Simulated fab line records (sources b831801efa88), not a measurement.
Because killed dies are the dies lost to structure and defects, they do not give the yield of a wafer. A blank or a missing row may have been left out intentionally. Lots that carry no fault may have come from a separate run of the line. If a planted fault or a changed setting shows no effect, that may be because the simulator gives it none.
Check of tool commonality :: flow gf180mcu :: Lots sampled 11, wafers sampled 33

== WHY IT WAS OPENED ==
GF_VT_IMPLANT_TW_MEAS_21, reading VT_IMPLANT_2_TW: flagged on 2 of 11 lots. Fault-free wafers read 1217, with a standard deviation of 7.
Rule: a lot is flagged when every wafer of it that has a number lies more than 4 standard deviations from that mean, or none has a number. All remaining lots are regarded as sound.

lot: L448
measured: day 6 15:30
on: film_metro-01
VT_IMPLANT_2_TW, wafer by wafer: 1211 1202 1210
flag: 

lot: L449
measured: day 6 19:16
on: film_metro-03
VT_IMPLANT_2_TW, wafer by wafer: 1214 1209 1213
flag: 

lot: L451
measured: day 7 07:06
on: film_metro-01
VT_IMPLANT_2_TW, wafer by wafer: 1210 1209 1209
flag: 

lot: L459
measured: day 10 04:40
on: film_metro-02
VT_IMPLANT_2_TW, wafer by wafer: 1216 1213 1211
flag: 

lot: L460
measured: day 10 04:46
on: film_metro-03
VT_IMPLANT_2_TW, wafer by wafer: 30 30 30
flag: FLAGGED

lot: L462
measured: day 10 17:00
on: film_metro-02
VT_IMPLANT_2_TW, wafer by wafer: 30 30 30
flag: FLAGGED

lot: L465
measured: day 11 14:58
on: film_metro-02
VT_IMPLANT_2_TW, wafer by wafer: 1220 1225 1225
flag: 

lot: L466
measured: day 11 16:31
on: film_metro-02
VT_IMPLANT_2_TW, wafer by wafer: 1215 1226 1222
flag: 

lot: L468
measured: day 12 00:16
on: film_metro-01
VT_IMPLANT_2_TW, wafer by wafer: 1223 1224 1229
flag: 

lot: L467
measured: day 12 00:59
on: film_metro-02
VT_IMPLANT_2_TW, wafer by wafer: 1226 1224 1228
flag: 

lot: L469
measured: day 12 16:51
on: film_metro-03
VT_IMPLANT_2_TW, wafer by wafer: 1215 1209 1208
flag: 
The numbers of the flagged lots are 30 on average: -1187 against the usual, or -99 or more standard deviations.

== TOOL THAT RAN EACH LOT ==
3 process steps preceding the reading are held in the record, out of 602 steps in the route. Every cell lists first the tool, next ch and the chambers used by the sampled wafers, and last the start.
lot: L448
flag: 
GF_DNWELL_STRIP_08: plasma_asher-01 ch 0,1, day 3 07:49
GF_VT_IMPLANT_STRIP_09: plasma_asher-04 ch 0,1, day 6 02:07
GF_VT_IMPLANT_STRIP_20: plasma_asher-03 ch 0,1, day 6 15:24

lot: L449
flag: 
GF_DNWELL_STRIP_08: plasma_asher-02 ch 0,1, day 3 10:25
GF_VT_IMPLANT_STRIP_09: plasma_asher-03 ch 0,1, day 6 05:06
GF_VT_IMPLANT_STRIP_20: plasma_asher-02 ch 0,1, day 6 19:09

lot: L451
flag: 
GF_DNWELL_STRIP_08: plasma_asher-04 ch 0,1, day 3 20:31
GF_VT_IMPLANT_STRIP_09: plasma_asher-03 ch 0,1, day 6 16:39
GF_VT_IMPLANT_STRIP_20: plasma_asher-03 ch 0, day 7 07:00

lot: L459
flag: 
GF_DNWELL_STRIP_08: plasma_asher-02 ch 0,1, day 6 03:52
GF_VT_IMPLANT_STRIP_09: plasma_asher-04 ch 0,1, day 9 10:57
GF_VT_IMPLANT_STRIP_20: plasma_asher-04 ch 0,1, day 10 04:34

lot: L460
flag: FLAGGED
GF_DNWELL_STRIP_08: plasma_asher-01 ch 0,1, day 6 04:13
GF_VT_IMPLANT_STRIP_09: plasma_asher-02 ch 0,1, day 9 11:06
GF_VT_IMPLANT_STRIP_20: plasma_asher-02 ch 1, day 10 04:39

lot: L462
flag: FLAGGED
GF_DNWELL_STRIP_08: plasma_asher-02 ch 0,1, day 6 12:01
GF_VT_IMPLANT_STRIP_09: plasma_asher-02 ch 0,1, day 9 23:07
GF_VT_IMPLANT_STRIP_20: plasma_asher-03 ch 0,1, day 10 16:54

lot: L465
flag: 
GF_DNWELL_STRIP_08: plasma_asher-02 ch 0,1, day 7 09:01
GF_VT_IMPLANT_STRIP_09: plasma_asher-03 ch 1, day 10 20:33
GF_VT_IMPLANT_STRIP_20: plasma_asher-02 ch 0,1, day 11 14:51

lot: L466
flag: 
GF_DNWELL_STRIP_08: plasma_asher-01 ch 0,1, day 7 09:31
GF_VT_IMPLANT_STRIP_09: plasma_asher-04 ch 0,1, day 10 22:09
GF_VT_IMPLANT_STRIP_20: plasma_asher-04 ch 0,1, day 11 16:24

lot: L468
flag: 
GF_DNWELL_STRIP_08: plasma_asher-02 ch 0,1, day 7 16:16
GF_VT_IMPLANT_STRIP_09: plasma_asher-02 ch 0,1, day 11 05:33
GF_VT_IMPLANT_STRIP_20: plasma_asher-02 ch 0,1, day 12 00:09

lot: L467
flag: 
GF_DNWELL_STRIP_08: plasma_asher-01 ch 0,1, day 7 16:54
GF_VT_IMPLANT_STRIP_09: plasma_asher-02 ch 0,1, day 11 06:11
GF_VT_IMPLANT_STRIP_20: plasma_asher-04 ch 0,1, day 12 00:53

lot: L469
flag: 
GF_DNWELL_STRIP_08: plasma_asher-02 ch 0,1, day 8 04:10
GF_VT_IMPLANT_STRIP_09: plasma_asher-03 ch 0,1, day 11 21:45
GF_VT_IMPLANT_STRIP_20: plasma_asher-04 ch 0,1, day 12 16:45
What is done by these steps:
- GF_DNWELL_STRIP_08: strips in O2/N2.
- GF_VT_IMPLANT_STRIP_09: strips in O2/N2.
- GF_VT_IMPLANT_STRIP_20: strips in O2/N2.
- GF_VT_IMPLANT_TW_MEAS_21

== FLAGGED AGAINST TOTAL, ONE TOOL AT A TIME (gauges that did the reading follow at the end) ==
step: GF_DNWELL_STRIP_08
tool: plasma_asher-01
lots run: 4
flagged: 1
share of the flagged lots: some
sound lots run after its first flagged lot: 2 (L466,L467)

step: GF_DNWELL_STRIP_08
tool: plasma_asher-02
lots run: 6
flagged: 1
share of the flagged lots: some
sound lots run after its first flagged lot: 3 (L465,L468,L469)

step: GF_DNWELL_STRIP_08
tool: plasma_asher-04
lots run: 1
flagged: 0
share of the flagged lots: none
sound lots run after its first flagged lot: -

step: GF_VT_IMPLANT_STRIP_09
tool: plasma_asher-02
lots run: 4
flagged: 2
share of the flagged lots: all
sound lots run after its first flagged lot: 2 (L468,L467)

step: GF_VT_IMPLANT_STRIP_09
tool: plasma_asher-03
lots run: 4
flagged: 0
share of the flagged lots: none
sound lots run after its first flagged lot: -

step: GF_VT_IMPLANT_STRIP_09
tool: plasma_asher-04
lots run: 3
flagged: 0
share of the flagged lots: none
sound lots run after its first flagged lot: -

step: GF_VT_IMPLANT_STRIP_20
tool: plasma_asher-02
lots run: 4
flagged: 1
share of the flagged lots: some
sound lots run after its first flagged lot: 2 (L465,L468)

step: GF_VT_IMPLANT_STRIP_20
tool: plasma_asher-03
lots run: 3
flagged: 1
share of the flagged lots: some
sound lots run after its first flagged lot: 0

step: GF_VT_IMPLANT_STRIP_20
tool: plasma_asher-04
lots run: 4
flagged: 0
share of the flagged lots: none
sound lots run after its first flagged lot: -

step: GF_VT_IMPLANT_TW_MEAS_21
tool: film_metro-01
lots run: 3
flagged: 0
share of the flagged lots: none
sound lots run after its first flagged lot: -

step: GF_VT_IMPLANT_TW_MEAS_21
tool: film_metro-02
lots run: 5
flagged: 1
share of the flagged lots: some
sound lots run after its first flagged lot: 3 (L465,L466,L467)

step: GF_VT_IMPLANT_TW_MEAS_21
tool: film_metro-03
lots run: 3
flagged: 1
share of the flagged lots: some
sound lots run after its first flagged lot: 1 (L469)

== WHAT THE TABLE ALLOWS ==
1 row of the table ran every flagged lot: plasma_asher-02 at GF_VT_IMPLANT_STRIP_09.
- plasma_asher-02 at GF_VT_IMPLANT_STRIP_09: 2 of its 4 lots flagged. Lots that were sound ran on it after the first flagged one (L468, L467); a persistent fault on the entire tool would not allow that. On the flagged lots its readings are blank where sound lots have values: chamber_pressure_mTorr, drypump_motor_current_A, heater_power_w, oes_product_au and 1 more.
There is no row in the table that ran each flagged lot and no sound lot after the first.

== WHAT HAD BEEN PUT IN BY THE SIMULATOR ==
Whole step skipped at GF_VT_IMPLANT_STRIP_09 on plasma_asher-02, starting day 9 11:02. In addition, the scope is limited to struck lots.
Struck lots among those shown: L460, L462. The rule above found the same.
